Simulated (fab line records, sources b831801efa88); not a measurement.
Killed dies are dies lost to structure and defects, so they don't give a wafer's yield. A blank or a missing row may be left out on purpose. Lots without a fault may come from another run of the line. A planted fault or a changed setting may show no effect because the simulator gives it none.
fab line records | flow sky130
record lots=13 wafers=39 last_day=50
route steps=708 shown METAL2@498 VIA2@518 PAD_OPEN@708
lots that met no fault: from a run of the same line without faults
start_h: hours from the record's first day to the start of the lot's first wafer shown | wait_h: hours since the lot's step before | " the same as in the row above | L1.1+2: a row that stands for several wafers | - no value, or no start given | * or withheld: withheld | < > ~ a bound
route shown NAME@n: a module of which the file shows steps, and the number in the route of the first | usual: mean/standard deviation of fault-free wafers | same: alike in all rows | chamber/n: place in a boat | sites: the reading at each site | _std_site: their standard deviation | _edge_site: outer sites' mean less inner sites' | radius_mm: how far each site lies from the wafer's centre | mask NAME#n: copy n | behind: the tool/chamber that last shaped the wafer | hold: why the lot was held/for how many hours/how that ended | device: the transistor (n, p or np) that didn't switch | end of line: the same wafers' tests at the end of the route | a step without rows: its recipe alone | killed: dies lost to structure and defects at the first sort, not the wafer's yield | map: a wafer's dies, x killed, . not, _ none there
set.NAME: the setting as run; set.NAME@STEP: as run at that earlier step | model.NAME: the simulator's own value behind a step, which no gauge read
steps of the route over a sample of lots; a table a step, a row a wafer
services: from which hour (start_h, from the record's first day; less than 0 if before it) a tool's chamber was out of use, for how many hours, and why
## steps
# step SKY_METAL2_CD_MEAS_15
# recipe target_cd_nm=140
# usual cd_nm=140.2/1.3
# columns lot.wafer tool chamber start_h wait_h cd_nm
L144.1 cd_sem-01 - 825.43 - 140.5
L144.3 " - " " 142.3
L144.6 " - " " 140.6
L146.1 cd_sem-01 - 839.48 - 140.4
L146.2 " - " " 138.5
L146.4 " - " " 138.9
L148.1 cd_sem-01 - 847.91 - 140.4
L148.3 " - " " 141.3
L148.6 " - " " 141.3
L150.1 cd_sem-02 - 870.33 - 138.0
L150.2 " - " " 140.9
L150.6 " - " " 139.0
L151.1 cd_sem-01 - 881.01 - 140.3
L151.4 " - " " 140.8
L151.5 " - " " 141.4
L152.3 cd_sem-01 - 881.98 - 139.9
L152.5 " - " " 139.3
L152.6 " - " " 139.2
L155.2 cd_sem-02 - 908.15 - 139.5
L155.3 " - " " 141.4
L155.5 " - " " 139.7
L156.1 cd_sem-01 - 916.68 - 141.2
L156.3 " - " " 140.7
L156.4 " - " " 140.6
L157.1 cd_sem-02 - 921.14 - 140.3
L157.2 " - " " 141.7
L157.3 " - " " 140.8
L164.1 cd_sem-02 - 979.51 - 139.5
L164.4 " - " " 141.8
L164.5 " - " " 139.3
L167.1 cd_sem-01 - 990.19 - 142.7
L167.4 " - " " 142.4
L167.5 " - " " 140.9
L165.2 cd_sem-02 - 990.28 - 139.3
L165.4 " - " " 137.5
L165.5 " - " " 138.3
L166.1 cd_sem-01 - 994.03 - 141.0
L166.2 " - " " 140.5
L166.3 " - " " 141.1
# step SKY_VIA2_DEVELOP_11
# recipe develop_time_s=60 resist=KrF-thick dev_temp_c=21
# usual developer_temp_C=21.00/0.1 exhaust_pa=45.0/0.86
# columns lot.wafer tool chamber start_h wait_h developer_temp_C exhaust_pa
L144.1 litho_track-04 0 853 - 21.16 45.9
L144.3 " 0 " " 21.11 45.3
L144.6 " 0 " " 21.15 45.0
L146.1 litho_track-03 0 866 - 21.02 45.4
L146.2 " 0 " " 21.03 46.2
L146.4 " 0 " " 20.98 43.3
L148.1 litho_track-01 0 875 - 20.98 44.8
L148.3 " 0 " " 21.13 45.4
L148.6 " 0 " " 21.11 44.9
L150.1 litho_track-03 0 896 - 20.89 45.6
L150.2 " 0 " " 21.11 45.9
L150.6 " 0 897 - 20.94 45.0
L151.1 litho_track-03 0 908 - 20.95 45.1
L151.4 " 0 " " 20.89 43.9
L151.5 " 0 " " 20.90 45.2
L152.3 litho_track-04 0 909 - 20.90 44.6
L152.5 " 0 " " 20.95 45.6
L152.6 " 0 " " 20.80 45.8
L155.2 litho_track-04 0 934 - 21.12 45.8
L155.3 " 0 " " 21.15 45.1
L155.5 " 0 " " 21.07 43.9
L156.1 litho_track-01 0 942 - 20.97 44.4
L156.3 " 0 " " 20.88 46.1
L156.4 " 0 " " 20.85 46.1
L157.1 litho_track-03 0 946 - 21.08 45.5
L157.2 " 0 " " 21.05 45.8
L157.3 " 0 " " 20.99 44.8
L164.1 litho_track-04 0 1004 - 20.16 43.9
L164.4 " 0 1005 - 20.09 45.0
L164.5 " 0 " " 20.09 45.0
L167.1 litho_track-03 0 1014 - 20.86 45.2
L167.4 " 0 " " 20.88 43.9
L167.5 " 0 " " 21.03 44.4
L165.2 litho_track-04 0 1015 - 20.21 43.9
L165.4 " 0 " " 20.21 44.5
L165.5 " 0 " " 20.30 45.6
L166.1 litho_track-03 0 1018 - 21.21 46.1
L166.2 " 0 " " 21.05 45.7
L166.3 " 0 " " 20.95 45.8
# step SKY_VIA2_ETCH_15
# recipe target=SiO2 chemistry=C4F8/O2/Ar target_depth_nm=546 stop_on=TiN mask_material=KrF-thick source_w=1500 bias_w=1200 pressure_mtorr=40 c4f8_flow_sccm=withheld O2_flow_sccm=6 Ar_flow_sccm=300 time_s=84
# usual oes_product_au=0.940/0.0048
# columns lot.wafer tool chamber start_h wait_h oes_product_au rf_hours_counter_h
L144.1 rie_diel-04 3 853.58 0.0 0.932 5
L144.3 " 2 " " 0.935 6
L144.6 " 0 " " 0.938 -
L146.1 rie_diel-01 0 866.81 0.0 0.936 1
L146.2 " 1 " " 0.947 3
L146.4 " 3 " " 0.939 20
L148.1 rie_diel-04 0 875.95 0.0 0.936 7
L148.3 " 1 " " 0.933 18
L148.6 " 0 " " 0.930 -
L150.1 rie_diel-01 0 897.26 0.0 0.936 2
L150.2 " 2 " " 0.937 10
L150.6 " 3 " " 0.937 -
L151.1 rie_diel-03 2 909.01 0.0 0.942 15
L151.4 " 1 " " 0.947 15
L151.5 " 1 " " 0.939 -
L152.3 rie_diel-01 1 909.58 0.0 0.939 4
L152.5 " 0 " " 0.952 -
L152.6 " 1 " " 0.940 -
L155.2 rie_diel-04 0 934.78 0.0 0.941 9
L155.3 " 1 " " 0.943 21
L155.5 " 1 " " 0.944 -
L156.1 rie_diel-04 3 943.20 0.0 0.938 8
L156.3 " 2 " " 0.942 9
L156.4 " 1 " " 0.951 21
L157.1 rie_diel-03 1 947.16 0.0 0.936 17
L157.2 " 2 " " 0.946 17
L157.3 " 0 " " 0.940 22
L164.1 rie_diel-01 2 1005.28 0.0 0.941 13
L164.4 " 3 " " 0.942 1
L164.5 " 3 " " 0.937 -
L167.1 rie_diel-03 1 1015.21 0.0 0.936 19
L167.4 " 2 " " 0.947 19
L167.5 " 2 " " 0.942 -
L165.2 rie_diel-01 2 1015.48 0.0 0.938 13
L165.4 " 0 " " 0.946 5
L165.5 " 1 " " 0.940 -
L166.1 rie_diel-01 1 1019.11 0.0 0.937 8
L166.2 " 0 " " 0.939 5
L166.3 " 2 " " 0.940 14
# step SKY_VIA2_THK_MEAS_23
# recipe thk_meas_gauge=xrf reads=W_of_VIA2_CVD_21
# usual VIA2_W_THK=434/9.6
# columns lot.wafer tool chamber start_h wait_h VIA2_W_THK[nm]
L144.1 film_metro-01 - 854.63 0.1 417
L144.3 " - " " 417
L144.6 " - " " 415
L146.1 film_metro-04 - 868.12 0.1 439
L146.2 " - " " 441
L146.4 " - " " 438
L148.1 film_metro-01 - 876.98 0.1 422
L148.3 " - " " 420
L148.6 " - " " 425
L150.1 film_metro-04 - 898.22 0.1 436
L150.2 " - " " 438
L150.6 " - " " 438
L151.1 film_metro-01 - 910.00 0.1 427
L151.4 " - " " 422
L151.5 " - " " 434
L152.3 film_metro-02 - 910.59 0.1 444
L152.5 " - " " 439
L152.6 " - " " 446
L155.2 film_metro-01 - 935.87 0.1 430
L155.3 " - " " 429
L155.5 " - " " 435
L156.1 film_metro-02 - 944.42 0.1 440
L156.3 " - " " 440
L156.4 " - " " 435
L157.1 film_metro-04 - 948.12 0.1 420
L157.2 " - " " 420
L157.3 " - " " 415
L164.1 film_metro-04 - 1006.24 0.1 434
L164.4 " - " " 442
L164.5 " - " " 434
L167.1 film_metro-02 - 1016.17 0.1 451
L167.4 " - " " 463
L167.5 " - " " 451
L165.2 film_metro-04 - 1016.45 0.1 439
L165.4 " - " " 438
L165.5 " - " " 442
L166.1 film_metro-04 - 1020.07 0.1 429
L166.2 " - " " 425
L166.3 " - " " 425
# step SKY_PAD_OPEN_PROBE_99
# usual defect_limited_yield=82.4/1.9 killed_at_M0_to_M3=43/6.7 killed_at_M4_up=3.1/1.9 killed_at_contacts=25/5 killed_at_front_end=15/4 killed_at_other=0.4/0.69 killed_dies=87/9.2 killed_open=46/7.1 killed_short=40/6.8 sort_bin_3_pad_short=0.9/0.48 sort_bin_5_function=10.3/1.5 sort_bin_6_memory=6.4/1.2 sort_n_pass=405/9.2 sort_yield_pct=82.4/1.9
# same gross_dies=492 killed_at_back_side=0 sort_bin_4_leakage[%]=0 sort_bin_8_speed[%]=0
# columns lot.wafer tool chamber start_h wait_h defect_limited_yield[%] killed_at_M0_to_M3 killed_at_M4_up killed_at_contacts killed_at_front_end killed_at_other killed_dies killed_open killed_short sort_bin_3_pad_short[%] sort_bin_5_function[%] sort_bin_6_memory[%] sort_n_pass sort_yield_pct[%]
L146.1 prober-01 - 1092.52 0.1 81.1 44 1 24 24 0 93 46 47 0.6 12.0 6.3 399 81.1
L146.2 prober-01 - 1092.57 0.1 80.7 52 5 23 15 0 95 47 48 0.8 11.8 6.7 397 80.7
L146.4 prober-01 - 1092.67 0.2 78.3 53 9 27 17 1 107 46 61 1.6 13.0 7.1 385 78.3
L155.2 prober-02 - 1142.97 0.1 82.5 36 4 26 20 0 86 37 48 1.0 9.8 6.7 406 82.5
L155.3 prober-02 - 1143.02 0.2 87.2 36 3 12 11 1 63 29 34 1.0 5.5 6.3 429 87.2
L155.5 prober-02 - 1143.12 0.2 81.3 44 2 27 19 0 92 48 44 1.0 10.0 7.7 400 81.3
L157.1 prober-01 - 1155.94 0.1 82.5 43 1 26 16 0 86 44 42 0.2 10.8 6.5 406 82.5
L157.2 prober-01 - 1155.99 0.1 79.9 55 5 25 14 0 99 42 53 1.4 12.8 5.9 393 79.9
L157.3 prober-01 - 1156.04 0.2 82.5 38 2 31 15 0 86 46 38 0.8 10.8 5.9 406 82.5
L164.1 prober-01 - 1195.83 0.1 79.5 49 3 34 14 1 101 52 48 0.8 12.6 7.1 391 79.5
L164.4 prober-01 - 1195.98 0.2 83.5 43 2 21 15 0 81 41 37 0.4 9.1 6.9 411 83.5
L164.5 prober-01 - 1196.03 0.2 82.7 45 2 26 11 1 85 47 38 0.6 10.8 5.9 407 82.7
L165.2 prober-02 - 1203.16 0.1 80.7 44 1 27 23 0 95 49 46 1.2 9.1 8.9 397 80.7
# killed by level:class
L146.1 VIA1:geometric_particle:open=9 LOCAL_INTERCONNECT:geometric_particle:short=7 VIA2:geometric_particle:open=7 VIA1:geometric_particle:short=6 LI_CONTACT:geometric_particle:open=5 FIELD_ISO:geometric_particle:short=5 POLY_GATE:geometric_particle:open=5 CONTACT:geometric_particle:open=5
L146.2 METAL1:geometric_particle:short=10 VIA1:geometric_particle:open=10 VIA3:geometric_particle:open=9 LOCAL_INTERCONNECT:geometric_particle:short=7 CONTACT:geometric_particle:open=6 METAL3:geometric_particle:short=5 CONTACT:geometric_particle:short=5 POLY_GATE:geometric_particle:open=4
L146.4 FIELD_ISO:geometric_particle:short=8 VIA1:geometric_particle:short=8 CONTACT:geometric_particle:open=7 LI_CONTACT:geometric_particle:open=7 LOCAL_INTERCONNECT:geometric_particle:short=7 VIA1:geometric_particle:open=7 VIA3:geometric_particle:open=7 METAL1:geometric_particle:short=6
L155.2 CONTACT:geometric_particle:open=9 FIELD_ISO:geometric_particle:short=8 VIA1:geometric_particle:open=6 METAL1:geometric_particle:short=6 LI_CONTACT:geometric_particle:short=5 METAL2:geometric_particle:short=5 CONTACT:geometric_particle:short=5 VIA3:geometric_particle:open=5
L155.3 VIA2:geometric_particle:open=8 METAL1:geometric_particle:short=7 VIA1:geometric_particle:short=5 LI_CONTACT:geometric_particle:short=5 FIELD_ISO:geometric_particle:short=4 CONTACT:geometric_particle:open=4 VIA1:geometric_particle:open=4 METAL3:geometric_particle:short=3
L155.5 CONTACT:geometric_particle:open=12 VIA1:geometric_particle:open=9 FIELD_ISO:geometric_particle:short=7 FIELD_ISO:geometric_particle:open=7 VIA2:geometric_particle:open=6 METAL2:geometric_particle:short=5 LOCAL_INTERCONNECT:geometric_particle:short=5 LI_CONTACT:geometric_particle:open=5
L157.1 VIA1:geometric_particle:open=10 LI_CONTACT:geometric_particle:open=9 VIA1:geometric_particle:short=9 CONTACT:geometric_particle:open=8 CONTACT:geometric_particle:short=7 METAL1:geometric_particle:short=7 POLY_GATE:geometric_particle:short=5 FIELD_ISO:geometric_particle:short=3
L157.2 VIA1:geometric_particle:short=10 VIA1:geometric_particle:open=10 METAL1:geometric_particle:short=9 CONTACT:geometric_particle:open=8 VIA2:geometric_particle:open=7 METAL2:geometric_particle:short=6 CONTACT:geometric_particle:short=5 VIA2:geometric_particle:short=4
L157.3 CONTACT:geometric_particle:open=9 LI_CONTACT:geometric_particle:open=8 FIELD_ISO:geometric_particle:open=7 VIA1:geometric_particle:short=7 CONTACT:geometric_particle:short=6 VIA1:geometric_particle:open=6 VIA2:geometric_particle:short=6 POLY_GATE:geometric_particle:open=5
L164.1 CONTACT:geometric_particle:open=12 METAL1:geometric_particle:short=11 VIA1:geometric_particle:open=11 LI_CONTACT:geometric_particle:open=10 METAL2:geometric_particle:short=9 FIELD_ISO:geometric_particle:short=5 CONTACT:geometric_particle:short=5 FIELD_ISO:geometric_particle:open=4
L164.4 VIA1:geometric_particle:open=11 CONTACT:geometric_particle:open=6 CONTACT:geometric_particle:short=6 VIA3:geometric_particle:open=6 VIA2:geometric_particle:short=5 VIA2:geometric_particle:open=5 FIELD_ISO:geometric_particle:open=4 POLY_GATE:geometric_particle:short=4
L164.5 CONTACT:geometric_particle:open=11 VIA1:geometric_particle:open=10 METAL1:geometric_particle:short=8 METAL2:geometric_particle:short=6 FIELD_ISO:geometric_particle:open=5 LOCAL_INTERCONNECT:geometric_particle:short=5 VIA1:geometric_particle:short=5 VIA3:geometric_particle:open=5
L165.2 VIA1:geometric_particle:open=11 LOCAL_INTERCONNECT:geometric_particle:short=7 CONTACT:geometric_particle:open=7 VIA2:geometric_particle:open=7 METAL2:geometric_particle:short=7 POLY_GATE:geometric_particle:open=5 LI_CONTACT:geometric_particle:open=5 CONTACT:geometric_particle:short=5
## services
# columns tool chamber start_h hours kind
rie_diel-04 3 871.30 6.1 repair
rie_diel-03 3 915.89 50.5 repair
rie_diel-01 0 933.72 4.5 repair
rie_diel-04 0 940.85 2.2 repair
rie_diel-01 3 954.06 - clean
rie_diel-01 3 954.06 35.5 scheduled_down
rie_diel-01 3 954.06 35.5 vent_cycle
rie_diel-04 - 963.37 0.9 repair
rie_diel-03 0 984.54 15.7 repair
rie_diel-03 - 991.49 4.3 pm
rie_diel-03 0 1002.85 7.7 repair
rie_diel-03 1 1018.57 21.1 repair
## key
first_sign step=SKY_VIA2_DEVELOP_11 reading=developer_temp_C direction=down sigmas=8.1 usual=* struck=*
effect none on later readings
met_at SKY_VIA2_DEVELOP_11
struck_lots L164,L165
not_acting_at SKY_METAL2_CD_MEAS_15,SKY_VIA2_ETCH_15,SKY_VIA2_THK_MEAS_23
onset_between 934 1004
fault kind=process_parameter_drift tool=litho_track-04 chamber=- onset_h=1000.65 steps=SKY_VIA2_DEVELOP_11 channel=dev_temp_c offset=* shape=step end_h=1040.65 acts_in=* stated=*
